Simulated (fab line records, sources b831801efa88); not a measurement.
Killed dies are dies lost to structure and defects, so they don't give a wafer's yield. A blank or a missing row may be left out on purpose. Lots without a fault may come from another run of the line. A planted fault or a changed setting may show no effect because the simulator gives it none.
fab line records | flow gf180mcu
record lots=5 wafers=15 last_day=34
route steps=602 shown CONTACT@308 M1@315 V1@335
lots that met no fault: from a run of the same line without faults
start_h: hours from the record's first day to the start of the lot's first wafer shown | wait_h: hours since the lot's step before | " the same as in the row above | L1.1+2: a row that stands for several wafers | - no value, or no start given | * or withheld: withheld | < > ~ a bound
route shown NAME@n: a module of which the file shows steps, and the number in the route of the first | usual: mean/standard deviation of fault-free wafers | same: alike in all rows | chamber/n: place in a boat | sites: the reading at each site | _std_site: their standard deviation | _edge_site: outer sites' mean less inner sites' | radius_mm: how far each site lies from the wafer's centre | mask NAME#n: copy n | behind: the tool/chamber that last shaped the wafer | hold: why the lot was held/for how many hours/how that ended | device: the transistor (n, p or np) that didn't switch | end of line: the same wafers' tests at the end of the route | a step without rows: its recipe alone | killed: dies lost to structure and defects at the first sort, not the wafer's yield | map: a wafer's dies, x killed, . not, _ none there
set.NAME: the setting as run; set.NAME@STEP: as run at that earlier step | model.NAME: the simulator's own value behind a step, which no gauge read
lots at some steps of the route; a table a step, a row a wafer
services: from which hour (start_h, from the record's first day; less than 0 if before it) a tool's chamber was out of use, for how many hours, and why
## steps
# step GF_CONTACT_CLEAN_21
# recipe chemistry=dHF time_s=20 dilution=100:1 dry=ipa_marangoni
# columns lot.wafer tool chamber start_h wait_h
L077.1+4+6 wet_bench-02 2 396.55 0.0
L082.1+3+4 wet_bench-03 1 442.87 0.0
L089.2+4+5 wet_bench-01 0 500.94 0.0
L091.2+3+4 wet_bench-03 3 518.49 0.0
L095.1+5+6 wet_bench-02 3 553.20 0.0
# step GF_CONTACT_SPUTTER_22
# recipe material=Ti target_thk_nm=15 chamber_pressure_pa=5 power_w=2594 substrate_temp_c=200 time_s=80.02
# usual substrate_temp_c=200.01/0.18 throttle_valve_pct=30.1/0.68
# columns lot.wafer tool chamber start_h wait_h substrate_temp_c throttle_valve_pct
L077.1 pvd_sputter-03 - 396.58 0.0 200.17 30.4
L077.4 " - " " 200.44 30.8
L077.6 " - " " 199.68 30.6
L082.1 pvd_sputter-02 - 442.89 0.0 200.09 28.6
L082.3 " - " " 199.99 29.4
L082.4 " - " " 200.06 30.9
L089.2 pvd_sputter-01 - 500.95 0.0 200.01 30.3
L089.4 " - " " 199.98 29.8
L089.5 " - " " 200.16 30.0
L091.2 pvd_sputter-01 - 518.50 0.0 200.07 30.3
L091.3 " - " " 200.06 30.2
L091.4 " - " " 199.96 30.1
L095.1 pvd_sputter-03 - 553.21 0.0 199.83 30.6
L095.5 " - " " 199.86 30.6
L095.6 " - " " 199.92 30.5
# step GF_CONTACT_SPUTTER_23
# recipe material=TiN target_thk_nm=10 chamber_pressure_pa=5 power_w=4000 time_s=40
# usual throttle_valve_pct=30.1/0.66
# columns lot.wafer tool chamber start_h wait_h throttle_valve_pct
L077.1 pvd_sputter-03 - 396.64 0.0 30.5
L077.4 " - " " 30.8
L077.6 " - " " 30.2
L082.1 pvd_sputter-02 - 442.95 0.0 29.1
L082.3 " - " " 29.4
L082.4 " - " " 31.1
L089.2 pvd_sputter-01 - 501.01 0.0 30.3
L089.4 " - " " 30.0
L089.5 " - " " 30.2
L091.2 pvd_sputter-01 - 518.56 0.0 30.5
L091.3 " - " " 30.3
L091.4 " - " " 30.1
L095.1 pvd_sputter-03 - 553.27 0.0 30.6
L095.5 " - " " 30.4
L095.6 " - " " 30.6
# step GF_CONTACT_CVD_24
# recipe material=W target_thk_nm=300 time_s=90.339 temp_c=400 pressure_torr=40
# usual heater_power_w=803/64
# columns lot.wafer tool chamber start_h wait_h heater_power_w
L077.1 cvd_w-01 1 396.68 0.0 797
L077.4 " 1 " " 800
L077.6 " 0 " " 750
L082.1 cvd_w-02 1 442.99 0.0 777
L082.3 " 1 " " 773
L082.4 " 0 " " 910
L089.2 cvd_w-02 0 501.05 0.0 927
L089.4 " 1 " " 805
L089.5 " 0 " " 916
L091.2 cvd_w-01 0 518.60 0.0 738
L091.3 " 0 " " 745
L091.4 " 1 " " 787
L095.1 cvd_w-02 1 553.31 0.0 769
L095.5 " 1 " " 769
L095.6 " 0 " " 910
# step GF_CONTACT_RS_MEAS_25
# recipe thk_meas_gauge=four-point-probe reads=W_of_CONTACT_CVD_24+TiN_of_CONTACT_SPUTTER_23+Ti_of_CONTACT_SPUTTER_22
# usual CONTACT_W_RS=0.387/0.0054
# columns lot.wafer tool chamber start_h wait_h CONTACT_W_RS[ohm/sq]
L077.1 film_metro-03 - 396.78 0.1 0.380
L077.4 " - " " 0.378
L077.6 " - " " 0.382
L082.1 film_metro-04 - 443.09 0.1 0.397
L082.3 " - " " 0.395
L082.4 " - " " 0.389
L089.2 film_metro-03 - 501.17 0.1 0.388
L089.4 " - " " 0.388
L089.5 " - " " 0.383
L091.2 film_metro-03 - 518.72 0.1 0.391
L091.3 " - " " 0.383
L091.4 " - " " 0.386
L095.1 film_metro-03 - 553.41 0.1 0.387
L095.5 " - " " 0.388
L095.6 " - " " 0.386
# step GF_CONTACT_THK_MEAS_26
# recipe thk_meas_gauge=xrf reads=W_of_CONTACT_CVD_24
# usual CONTACT_W_THK=303/4.5
# columns lot.wafer tool chamber start_h wait_h CONTACT_W_THK[nm]
L077.1 film_metro-03 - 396.90 0.1 312
L077.4 " - " " 313
L077.6 " - " " 310
L082.1 film_metro-04 - 443.21 0.1 297
L082.3 " - " " 298
L082.4 " - " " 301
L089.2 film_metro-03 - 501.28 0.1 303
L089.4 " - " " 303
L089.5 " - " " 305
L091.2 film_metro-03 - 518.83 0.1 299
L091.3 " - " " 306
L091.4 " - " " 303
L095.1 film_metro-03 - 553.53 0.1 303
L095.5 " - " " 301
L095.6 " - " " 303
# step GF_CONTACT_CMP_27
# recipe stop_on=SiO2 down_force_psi=3.5 platen_rpm=60 t_overpolish_s=15 target_thk_nm=0 pad_velocity_m_s=0.94248
# usual edge_zone_pressure_frac=1.000/0.0052 motor_current_A=10.8/1.1 overpolish_run_s=14.999/0.0098 time_to_endpoint_s=75/3.3
# columns lot.wafer tool chamber start_h wait_h edge_zone_pressure_frac motor_current_A overpolish_run_s time_to_endpoint_s
L077.1 cmp-01 3 396.96 0.1 0.996 10.5 15.010 75
L077.4 " 1 " " 1.007 10.6 14.994 75
L077.6 " 3 " " 0.993 10.2 15.004 71
L082.1 cmp-01 2 443.27 0.1 1.001 10.0 15.004 73
L082.3 " 3 " " 1.010 10.4 14.992 69
L082.4 " 0 " " 1.001 11.6 14.995 74
L089.2 cmp-01 2 501.33 0.0 1.003 9.4 15.003 73
L089.4 " 0 " " 1.003 11.6 15.005 78
L089.5 " 2 " " 1.001 9.0 15.016 76
L091.4 cmp-02 0 518.88 0.0 0.994 9.0 15.002 82
L091.2 " 2 " " 1.010 11.0 14.989 77
L091.3 " 3 " " 1.003 12.3 15.003 79
L095.1 cmp-02 2 553.74 0.2 0.993 10.5 14.986 74
L095.5 " 3 " " 1.005 11.8 14.996 71
L095.6 " 0 " " 0.999 9.1 15.008 75
# step GF_M1_SPUTTER_00
# recipe material=Ti target_thk_nm=37.5 arriving_ion_energy_ev=80 substrate_temp_c=200 chamber_pressure_pa=2 power_w=4000 time_s=150
# usual substrate_temp_c=199.98/0.15 throttle_valve_pct=29.6/1.1
# columns lot.wafer tool chamber start_h wait_h substrate_temp_c throttle_valve_pct
L077.1 pvd_sputter-02 - 397.26 0.2 199.86 29.4
L077.4 " - " " 199.92 29.1
L077.6 " - " " 199.91 27.9
L082.1 pvd_sputter-01 - 443.57 0.2 199.79 30.3
L082.3 " - " " 200.05 30.3
L082.4 " - " " 199.87 30.1
L089.2 pvd_sputter-02 - 501.63 0.2 199.74 29.0
L089.4 " - " " 199.86 28.7
L089.5 " - " " 199.94 31.0
L091.2 pvd_sputter-02 - 519.18 0.1 200.02 28.8
L091.3 " - " " 199.87 29.5
L091.4 " - " " 199.83 28.1
L095.1 pvd_sputter-02 - 553.89 0.1 200.06 29.2
L095.5 " - " " 199.86 27.9
L095.6 " - " " 200.09 29.3
# step GF_M1_SPUTTER_01
# recipe material=TiN target_thk_nm=30 power_w=6500 time_s=25 chamber_pressure_pa=0.4
# usual throttle_valve_pct=29.6/1.1
# columns lot.wafer tool chamber start_h wait_h throttle_valve_pct
L077.1 pvd_sputter-02 - 397.36 0.1 29.2
L077.4 " - " " 28.9
L077.6 " - " " 28.0
L082.1 pvd_sputter-01 - 443.67 0.1 30.3
L082.3 " - " " 30.2
L082.4 " - " " 29.9
L089.2 pvd_sputter-02 - 501.73 0.1 29.1
L089.4 " - " " 29.2
L089.5 " - " " 31.3
L091.2 pvd_sputter-02 - 519.28 0.1 28.8
L091.3 " - " " 29.2
L091.4 " - " " 27.7
L095.1 pvd_sputter-02 - 553.99 0.1 29.4
L095.5 " - " " 27.9
L095.6 " - " " 29.3
# step GF_M1_SPUTTER_02
# recipe material=AlCu target_thk_nm=450 power_w=10600 time_s=23.9 chamber_pressure_pa=0.4
# usual throttle_valve_pct=29.6/1.1
# columns lot.wafer tool chamber start_h wait_h throttle_valve_pct
L077.1 pvd_sputter-02 - 397.39 0.0 29.1
L077.4 " - " " 28.7
L077.6 " - " " 28.1
L082.1 pvd_sputter-01 - 443.70 0.0 30.3
L082.3 " - " " 30.1
L082.4 " - " " 30.2
L089.2 pvd_sputter-02 - 501.76 0.0 29.0
L089.4 " - " " 28.7
L089.5 " - " " 31.2
L091.2 pvd_sputter-02 - 519.31 0.0 28.5
L091.3 " - " " 29.6
L091.4 " - " " 28.3
L095.1 pvd_sputter-02 - 554.02 0.0 29.2
L095.5 " - " " 28.2
L095.6 " - " " 29.5
# step GF_M1_SPUTTER_03
# recipe material=Ti target_thk_nm=10 substrate_temp_c=300 chamber_pressure_pa=0.3 power_w=3000 time_s=6.7
# usual substrate_temp_c=299.98/0.18 throttle_valve_pct=29.6/1.1
# columns lot.wafer tool chamber start_h wait_h substrate_temp_c throttle_valve_pct
L077.1 pvd_sputter-02 - 397.42 0.0 299.96 29.3
L077.4 " - " " 299.83 28.9
L077.6 " - " " 299.91 28.0
L082.1 pvd_sputter-01 - 443.73 0.0 299.85 30.2
L082.3 " - " " 299.93 30.3
L082.4 " - " " 300.02 30.3
L089.2 pvd_sputter-02 - 501.79 0.0 299.55 29.0
L089.4 " - " " 299.95 28.7
L089.5 " - " " 299.81 30.8
L091.2 pvd_sputter-02 - 519.34 0.0 300.10 28.9
L091.3 " - " " 299.68 29.1
L091.4 " - " " 300.03 27.8
L095.1 pvd_sputter-02 - 554.05 0.0 300.16 29.2
L095.5 " - " " 299.90 27.9
L095.6 " - " " 300.25 29.3
# step GF_M1_SPUTTER_04
# recipe material=TiN target_thk_nm=50 power_w=6500 time_s=41.7 chamber_pressure_pa=0.4
# usual throttle_valve_pct=29.6/1.1
# columns lot.wafer tool chamber start_h wait_h throttle_valve_pct
L077.1 pvd_sputter-02 - 397.44 0.0 29.1
L077.4 " - " " 28.9
L077.6 " - " " 28.3
L082.1 pvd_sputter-01 - 443.75 0.0 30.5
L082.3 " - " " 30.1
L082.4 " - " " 30.1
L089.2 pvd_sputter-02 - 501.81 0.0 29.0
L089.4 " - " " 29.0
L089.5 " - " " 30.7
L091.2 pvd_sputter-02 - 519.36 0.0 28.9
L091.3 " - " " 29.4
L091.4 " - " " 27.6
L095.1 pvd_sputter-02 - 554.07 0.0 29.4
L095.5 " - " " 28.0
L095.6 " - " " 29.4
# step GF_M1_RS_MEAS_05
# recipe thk_meas_gauge=four-point-probe reads=TiN_of_M1_SPUTTER_04+Ti_of_M1_SPUTTER_03+AlCu_of_M1_SPUTTER_02+TiN_of_M1_SPUTTER_01+Ti_of_M1_SPUTTER_00
# usual M1_ALCU_RS=0.0695/0.00082
# columns lot.wafer tool chamber start_h wait_h M1_ALCU_RS[ohm/sq]
L077.1 film_metro-03 - 397.48 0.0 0.0683
L077.4 " - " " 0.0688
L077.6 " - " " 0.0693
L082.1 film_metro-02 - 443.79 0.0 0.0691
L082.3 " - " " 0.0699
L082.4 " - " " 0.0704
L089.2 film_metro-02 - 501.87 0.0 0.0691
L089.4 " - " " 0.0704
L089.5 " - " " 0.0698
L091.2 film_metro-04 - 519.42 0.0 0.0698
L091.3 " - " " 0.0676
L091.4 " - " " 0.0704
L095.1 film_metro-02 - 554.11 0.0 0.0681
L095.5 " - " " 0.0690
L095.6 " - " " 0.0675
# step GF_M1_THK_MEAS_06
# recipe thk_meas_gauge=xrf reads=AlCu_of_M1_SPUTTER_02
# usual M1_ALCU_THK=453/5.9
# columns lot.wafer tool chamber start_h wait_h M1_ALCU_THK[nm]
L077.1 film_metro-03 - 397.60 0.1 459
L077.4 " - " " 453
L077.6 " - " " 453
L082.1 film_metro-02 - 443.91 0.1 457
L082.3 " - " " 454
L082.4 " - " " 449
L089.2 film_metro-02 - 501.98 0.1 459
L089.4 " - " " 451
L089.5 " - " " 454
L091.2 film_metro-04 - 519.53 0.1 447
L091.3 " - " " 463
L091.4 " - " " 444
L095.1 film_metro-02 - 554.23 0.1 463
L095.5 " - " " 457
L095.6 " - " " 467
# step GF_M1_DEHYDRATE_07
# recipe temp_c=200 time_s=60
# columns lot.wafer tool chamber start_h wait_h
L077.1+4+6 litho_track-04 0 408.37 10.8
L082.1+3+4 litho_track-02 0 455.92 12.0
L089.2+4+5 litho_track-04 0 512.89 10.9
L091.2+3+4 litho_track-04 0 530.04 10.5
L095.1+5+6 litho_track-04 0 564.47 10.2
# step GF_M1_HMDS_08
# recipe prime_time_s=60 prime_temp_c=120
# columns lot.wafer tool chamber start_h wait_h
L077.1+4+6 litho_track-04 0 408.52 0.1
L082.1+3+4 litho_track-02 0 456.07 0.1
L089.2+4+5 litho_track-04 0 513.04 0.1
L091.2+3+4 litho_track-04 0 530.19 0.1
L095.1+5+6 litho_track-04 0 564.62 0.1
# step GF_M1_COAT_09
# recipe resist=KrF spin_rpm=withheld resist_thk_nm=1011
# columns lot.wafer tool chamber start_h wait_h
L077.1+4+6 litho_track-04 0 408.67 0.1
L082.1+3+4 litho_track-02 0 456.22 0.1
L089.2+4+5 litho_track-04 0 513.19 0.1
L091.2+3+4 litho_track-04 0 530.34 0.1
L095.1+5+6 litho_track-04 0 564.77 0.1
# step GF_M1_SOFTBAKE_10
# recipe temp_c=130 time_s=60 resist=KrF
# columns lot.wafer tool chamber start_h wait_h
L077.1+4+6 litho_track-04 0 408.82 0.1
L082.1+3+4 litho_track-02 0 456.37 0.1
L089.2+4+5 litho_track-04 0 513.34 0.1
L091.2+3+4 litho_track-04 0 530.49 0.1
L095.1+5+6 litho_track-04 0 564.92 0.1
# step GF_M1_EXPOSE_11
# recipe mask_id=Metal1 target_cd_nm=230 na=0.68 source_shape=conventional sigma_outer=0.6 dose_mj=28
# columns lot.wafer tool chamber start_h wait_h mask
L077.1+4+6 krf_scanner-01 0 - - Metal1#0
L082.1+3+4 krf_scanner-01 0 - - Metal1#0
L089.2+4+5 krf_scanner-01 0 - - Metal1#0
L091.2+3+4 krf_scanner-02 0 - - Metal1#0
L095.1+5+6 krf_scanner-02 0 - - Metal1#0
# step GF_M1_PEB_12
# recipe peb_temp_c=135 peb_time_s=90 resist=KrF
# columns lot.wafer tool chamber start_h wait_h
L077.1+4+6 litho_track-04 0 - -
L082.1+3+4 litho_track-04 0 - -
L089.2+4+5 litho_track-04 0 - -
L091.2+3+4 litho_track-03 0 - -
L095.1+5+6 litho_track-03 0 - -
# step GF_M1_DEVELOP_13
# recipe develop_time_s=60 dev_temp_c=21
# columns lot.wafer tool chamber start_h wait_h
L077.1+4+6 litho_track-04 0 420.67 0.2
L082.1+3+4 litho_track-04 0 468.07 0.2
L089.2+4+5 litho_track-04 0 524.94 0.2
L091.2+3+4 litho_track-03 0 542.09 0.2
L095.1+5+6 litho_track-03 0 575.56 0.2
# step GF_M1_CD_MEAS_14
# recipe target_cd_nm=230
# usual cd_nm=230.0/1.1
# columns lot.wafer tool chamber start_h wait_h cd_nm
L077.1 cd_sem-01 - 420.82 0.1 230.8
L077.4 " - " " 231.0
L077.6 " - " " 230.7
L082.1 cd_sem-02 - 468.22 0.1 229.1
L082.3 " - " " 229.1
L082.4 " - " " 228.1
L089.2 cd_sem-01 - 525.09 0.1 229.8
L089.4 " - " " 231.4
L089.5 " - " " 230.2
L091.2 cd_sem-02 - 542.23 0.1 230.8
L091.3 " - " " 229.8
L091.4 " - " " 228.6
L095.1 cd_sem-02 - 575.71 0.1 231.5
L095.5 " - " " 230.8
L095.6 " - " " 230.3
# step GF_M1_OVL_MEAS_15
# usual M1_OVL=-2/6.2
# columns lot.wafer tool chamber start_h wait_h M1_OVL[nm]
L077.1 overlay-02 - 420.94 0.1 1
L077.4 " - " " -1
L077.6 " - " " 5
L082.1 overlay-01 - 468.34 0.1 2
L082.3 " - " " -10
L082.4 " - " " -6
L089.2 overlay-01 - 525.20 0.1 0
L089.4 " - " " 8
L089.5 " - " " 6
L091.2 overlay-01 - 542.34 0.1 -8
L091.3 " - " " -7
L091.4 " - " " -16
L095.1 overlay-01 - 575.83 0.1 4
L095.5 " - " " 7
L095.6 " - " " 3
# step GF_M1_METAL_ETCH_16
# recipe chemistry=Cl2/BCl3 mask_material=KrF target_depth_nm=750.8 stop_on=SiO2 pressure_mtorr=8 icp_w=800 bias_w=140 Cl2_flow_sccm=80 bcl3_flow_sccm=40 time_s=125.1
# usual bcl3_flow_sccm=40.00/0.11 drypump_motor_current_A=6.0/0.31 oes_product_au=0.988/0.007 throttle_valve_pct=28.232/0.011
# columns lot.wafer tool chamber start_h wait_h bcl3_flow_sccm drypump_motor_current_A oes_product_au rf_hours_counter_h throttle_valve_pct
L077.1 rie_metal-01 0 420.98 0.0 40.03 5.8 0.984 7.4 28.250
L077.4 " 1 " " 39.87 5.8 0.996 - 28.198
L077.6 " 1 " " 40.10 5.8 0.994 - 28.215
L082.1 rie_metal-01 1 468.38 0.0 39.98 5.8 0.989 7.0 28.230
L082.3 " 1 " " 40.03 5.8 0.995 - 28.235
L082.4 " 0 " " 39.86 5.8 0.980 - 28.233
L089.2 rie_metal-01 0 525.23 0.0 40.09 5.8 0.984 9.7 28.240
L089.4 " 1 " " 39.82 5.8 0.983 - 28.223
L089.5 " 0 " " 39.85 5.8 0.989 - 28.219
L091.2 rie_metal-01 1 542.37 0.0 40.06 5.8 0.988 8.9 28.237
L091.3 " 0 " " 40.22 5.8 0.989 - 28.255
L091.4 " 1 " " 40.18 5.8 0.996 - 28.230
L095.1 rie_metal-02 0 575.87 0.0 39.79 6.1 0.990 10.1 28.239
L095.5 " 1 " " 40.03 6.0 0.983 - 28.245
L095.6 " 0 " " 39.83 6.1 0.987 - 28.242
# step GF_M1_STRIP_17
# recipe chemistry=O2/N2 power_w=1400 pressure_mtorr=1500 platen_temp_c=250 o2_flow_sccm=3000 n2_flow_sccm=300 overash_fraction=0.5
# usual drypump_motor_current_A=5.8/0.41 heater_power_w=304/26 oes_product_au=0.542/0.005 platen_temp_c=249.97/0.19 strip_time_to_endpoint_s=7.51/0.052
# columns lot.wafer tool chamber start_h wait_h drypump_motor_current_A heater_power_w oes_product_au platen_temp_c rf_hours_counter_h strip_time_to_endpoint_s
L077.1 plasma_asher-04 1 421.11 0.1 5.6 288 0.543 250.21 31 7.55
L077.4 " 1 " " 5.5 294 0.544 250.25 - 7.44
L077.6 " 1 " " 5.5 282 0.540 250.10 - 7.44
L082.1 plasma_asher-03 1 468.51 0.1 5.7 302 0.532 249.91 82 7.45
L082.3 " 0 " " 5.6 274 0.540 249.97 - 7.47
L082.4 " 1 " " 5.6 307 0.541 249.84 - 7.55
L089.2 plasma_asher-03 1 525.35 0.1 5.6 297 0.552 250.10 88 7.58
L089.4 " 1 " " 5.6 309 0.539 250.42 - 7.50
L089.5 " 0 " " 5.6 272 0.550 249.87 - 7.61
L091.2 plasma_asher-02 0 542.50 0.1 6.3 363 0.543 249.80 80 7.50
L091.3 " 0 " " 6.3 358 0.536 250.08 - 7.52
L091.4 " 1 " " 6.6 286 0.542 249.58 - 7.48
L095.1 plasma_asher-02 1 576.00 0.1 6.5 286 0.543 250.08 84 7.56
L095.5 " 1 " " 6.6 281 0.540 249.80 - 7.47
L095.6 " 0 " " 6.3 354 0.548 250.09 - 7.56
# step GF_M1_STRIP_18
# recipe chemistry=post_etch_residue_remover time_s=1200 temp_c=72.5
# columns lot.wafer tool chamber start_h wait_h
L077.1+4+6 wet_bench-01 3 421.21 0.1
L082.1+3+4 wet_bench-01 1 468.61 0.1
L089.2+4+5 wet_bench-01 3 525.45 0.1
L091.2+3+4 wet_bench-01 2 542.60 0.1
L095.1+5+6 wet_bench-03 1 576.10 0.1
# step GF_M1_CLEAN_19
# recipe chemistry=DIW dry=n2_spin
# columns lot.wafer tool chamber start_h wait_h
L077.1+4+6 wet_bench-03 1 421.55 0.0
L082.1+3+4 wet_bench-04 2 468.98 0.0
L089.2+4+5 wet_bench-03 3 526.20 0.0
L091.2+3+4 wet_bench-04 1 542.94 0.0
L095.1+5+6 wet_bench-04 3 576.44 0.0
# step GF_V1_CVD_00
# recipe material=SiO2 target_thk_nm=600 sigma_open_frac=0.3 temp_c=400 time_s=100 sih4_flow_sccm=60 pressure_mtorr=6
# columns lot.wafer tool chamber start_h wait_h
L077.1+4+6 hdpcvd-02 2,0,2 421.64 0.0
L082.1+3+4 hdpcvd-02 1,0,2 469.09 0.0
L089.2+4+5 hdpcvd-01 0,0,2 526.30 0.0
L091.2+3+4 hdpcvd-02 1,2,2 543.03 0.0
L095.1+5+6 hdpcvd-02 0,2,0 576.54 0.0
# step GF_V1_THK_MEAS_01
# recipe reads=SiO2_of_V1_CVD_00
# usual V1_CVD_00_THK=597/8.3
# columns lot.wafer tool chamber start_h wait_h V1_CVD_00_THK[nm]
L077.1 film_metro-04 - 421.71 0.0 602
L077.4 " - " " 586
L077.6 " - " " 605
L082.1 film_metro-01 - 469.16 0.0 594
L082.3 " - " " 583
L082.4 " - " " 601
L089.2 film_metro-02 - 526.38 0.0 586
L089.4 " - " " 596
L089.5 " - " " 601
L091.2 film_metro-04 - 543.11 0.0 613
L091.3 " - " " 604
L091.4 " - " " 603
L095.1 film_metro-01 - 576.61 0.0 592
L095.5 " - " " 603
L095.6 " - " " 595
# step GF_V1_CVD_02
# recipe material=SiO2 target_thk_nm=850 precursor=TEOS temp_c=400 time_s=94.851 rf_w=600
# usual heater_power_w=695/74
# columns lot.wafer tool chamber start_h wait_h heater_power_w
L077.1 pecvd-02 2 421.77 0.1 592
L077.4 " 0 " " 710
L077.6 " 2 " " 657
L082.1 pecvd-01 1 469.22 0.1 688
L082.3 " 2 " " 609
L082.4 " 2 " " 653
L089.2 pecvd-02 2 526.43 0.0 699
L089.4 " 2 " " 585
L089.5 " 1 " " 681
L091.2 pecvd-03 0 543.16 0.0 653
L091.3 " 2 " " 771
L091.4 " 1 " " 770
L095.1 pecvd-01 1 576.67 0.1 666
L095.5 " 0 " " 667
L095.6 " 1 " " 711
# step GF_V1_THK_MEAS_03
# recipe reads=SiO2_of_V1_CVD_02
# usual V1_CVD_02_THK=854/14
# columns lot.wafer tool chamber start_h wait_h V1_CVD_02_THK[nm]
L077.1 film_metro-02 - 421.84 0.0 837
L077.4 " - " " 852
L077.6 " - " " 851
L082.1 film_metro-02 - 469.29 0.0 835
L082.3 " - " " 856
L082.4 " - " " 856
L089.2 film_metro-04 - 526.51 0.0 851
L089.4 " - " " 858
L089.5 " - " " 892
L091.2 film_metro-02 - 543.24 0.0 837
L091.3 " - " " 849
L091.4 " - " " 857
L095.1 film_metro-02 - 576.74 0.0 823
L095.5 " - " " 871
L095.6 " - " " 838
# step GF_V1_CMP_04
# recipe material=SiO2 down_force_psi=4 platen_rpm=60 pad_velocity_m_s=0.94248
# usual edge_zone_pressure_frac=1.001/0.0044 motor_current_A=11.6/1.3 time_to_endpoint_s=85/6.8
# columns lot.wafer tool chamber start_h wait_h edge_zone_pressure_frac motor_current_A time_to_endpoint_s
L077.1 cmp-01 3 424.89 3.0 1.004 12.0 79
L077.4 " 0 " " 1.000 12.6 85
L077.6 " 3 " " 1.006 12.0 81
L082.1 cmp-02 0 469.35 0.1 1.000 9.3 82
L082.3 " 2 " " 1.004 11.3 87
L082.4 " 3 " " 1.002 12.9 90
L089.2 cmp-01 3 526.56 0.0 1.000 11.7 81
L089.4 " 0 " " 1.004 12.3 85
L089.5 " 0 " " 1.003 13.1 100
L091.3 cmp-01 3 543.29 0.0 1.005 11.4 86
L091.4 " 0 " " 0.997 12.6 88
L091.2 " 1 " " 0.990 11.9 78
L095.1 cmp-02 1 576.85 0.1 0.998 13.3 75
L095.6 " 0 " " 0.996 9.4 80
L095.5 " 1 " " 1.002 13.6 90
# step GF_V1_BOW_MEAS_05
# recipe mode=bow
# usual V1_BOW=82/8.4
# columns lot.wafer tool chamber start_h wait_h V1_BOW[um]
L077.1 film_metro-04 - 425.14 0.2 92
L077.4 " - " " 77
L077.6 " - " " 82
L082.1 film_metro-04 - 469.65 0.2 88
L082.3 " - " " 93
L082.4 " - " " 84
L089.2 film_metro-02 - 526.88 0.3 82
L089.4 " - " " 76
L089.5 " - " " 67
L091.2 film_metro-01 - 543.61 0.2 84
L091.3 " - " " 75
L091.4 " - " " 95
L095.1 film_metro-02 - 577.10 0.2 79
L095.5 " - " " 93
L095.6 " - " " 91
# step GF_V1_DEHYDRATE_06
# recipe temp_c=200 time_s=60
# columns lot.wafer tool chamber start_h wait_h
L077.1+4+6 litho_track-03 0 436.41 11.3
L082.1+3+4 litho_track-03 0 481.96 12.3
L089.2+4+5 litho_track-03 0 537.74 10.8
L091.2+3+4 litho_track-01 0 553.65 10.0
L095.1+5+6 litho_track-02 0 587.41 10.3
# step GF_V1_HMDS_07
# recipe prime_time_s=60 prime_temp_c=120
# columns lot.wafer tool chamber start_h wait_h
L077.1+4+6 litho_track-03 0 436.56 0.1
L082.1+3+4 litho_track-03 0 482.11 0.1
L089.2+4+5 litho_track-03 0 537.89 0.1
L091.2+3+4 litho_track-01 0 553.80 0.1
L095.1+5+6 litho_track-02 0 587.56 0.1
# step GF_V1_COAT_08
# recipe resist=BARC temp_c=withheld time_s=withheld spin_rpm=withheld resist_thk_nm=withheld
# columns lot.wafer tool chamber start_h wait_h
L077.1+4+6 litho_track-03 0 436.71 0.1
L082.1+3+4 litho_track-03 0 482.26 0.1
L089.2+4+5 litho_track-03 0 538.04 0.1
L091.2+3+4 litho_track-01 0 553.95 0.1
L095.1+5+6 litho_track-02 0 587.71 0.1
# step GF_V1_COAT_09
# recipe resist=KrF spin_rpm=withheld resist_thk_nm=1000
# columns lot.wafer tool chamber start_h wait_h
L077.1+4+6 litho_track-03 0 - -
L082.1+3+4 litho_track-03 0 - -
L089.2+4+5 litho_track-03 0 - -
L091.2+3+4 litho_track-01 0 - -
L095.1+5+6 litho_track-02 0 - -
# step GF_V1_SOFTBAKE_10
# recipe temp_c=130 time_s=60 resist=KrF
# columns lot.wafer tool chamber start_h wait_h
L077.1+4+6 litho_track-03 0 - -
L082.1+3+4 litho_track-03 0 - -
L089.2+4+5 litho_track-03 0 - -
L091.2+3+4 litho_track-01 0 - -
L095.1+5+6 litho_track-02 0 - -
# step GF_V1_EXPOSE_11
# recipe mask_id=Via1 target_cd_nm=260 na=0.68 source_shape=conventional sigma_outer=0.6 dose_mj=38
# columns lot.wafer tool chamber start_h wait_h mask
L077.1+4+6 krf_scanner-01 0 - - Via1#0
L082.1+3+4 krf_scanner-02 0 - - Via1#0
L089.2+4+5 krf_scanner-01 0 - - Via1#0
L091.2+3+4 krf_scanner-02 0 - - Via1#0
L095.1+5+6 krf_scanner-01 0 - - Via1#0
# step GF_V1_PEB_12
# recipe peb_temp_c=135 peb_time_s=90 resist=KrF
# columns lot.wafer tool chamber start_h wait_h
L077.1+4+6 litho_track-03 0 - -
L082.1+3+4 litho_track-03 0 - -
L089.2+4+5 litho_track-02 0 - -
L091.2+3+4 litho_track-02 0 - -
L095.1+5+6 litho_track-02 0 - -
# step GF_V1_DEVELOP_13
# recipe develop_time_s=60 resist=KrF dev_temp_c=21
# columns lot.wafer tool chamber start_h wait_h
L077.1+4+6 litho_track-03 0 449.91 0.2
L082.1+3+4 litho_track-03 0 494.16 0.2
L089.2+4+5 litho_track-02 0 549.84 0.2
L091.2+3+4 litho_track-02 0 565.39 0.2
L095.1+5+6 litho_track-02 0 598.36 0.2
# step GF_V1_CD_MEAS_14
# recipe target_cd_nm=260
# usual cd_nm=260.1/1.3
# columns lot.wafer tool chamber start_h wait_h cd_nm
L077.1 cd_sem-02 - 450.06 0.1 260.7
L077.4 " - " " 259.7
L077.6 " - " " 260.1
L082.1 cd_sem-01 - 494.31 0.1 259.7
L082.3 " - " " 259.1
L082.4 " - " " 260.1
L089.2 cd_sem-02 - 549.99 0.1 260.3
L089.4 " - " " 259.9
L089.5 " - " " 260.3
L091.2 cd_sem-02 - 565.54 0.1 261.8
L091.3 " - " " 262.5
L091.4 " - " " 263.1
L095.1 cd_sem-02 - 598.51 0.1 258.5
L095.5 " - " " 258.4
L095.6 " - " " 259.7
## services
# columns tool chamber start_h hours kind
hdpcvd-02 - 374.17 2.9 repair
cmp-02 - 383.33 3.7 pm
krf_scanner-01 - 385.25 0.9 repair
krf_scanner-02 - 389.81 0.7 repair
rie_metal-01 - 391.80 28.1 pm
cmp-01 - 401.22 1.1 repair
cmp-02 - 404.16 4.0 pm
krf_scanner-02 - 413.51 0.8 pm
cmp-02 - 420.19 5.4 pm
cmp-01 - 420.34 3.9 repair
krf_scanner-01 - 438.52 0.8 repair
krf_scanner-01 - 441.02 0.4 repair
pvd_sputter-01 - 473.91 3.1 repair
krf_scanner-02 - 478.16 1.0 pm
pvd_sputter-02 - 492.84 2.0 repair
krf_scanner-01 - 515.37 4.0 pm
krf_scanner-01 - 529.09 1.0 pm
krf_scanner-01 - 531.15 1.3 pm
krf_scanner-01 - 535.93 0.8 pm
krf_scanner-01 - 552.45 1.6 repair
pvd_sputter-01 - 553.80 2.2 repair
wet_bench-03 - 557.56 2.2 repair
cmp-01 - 565.42 5.0 pm
cmp-01 - 572.00 4.0 pm
## key
fault none
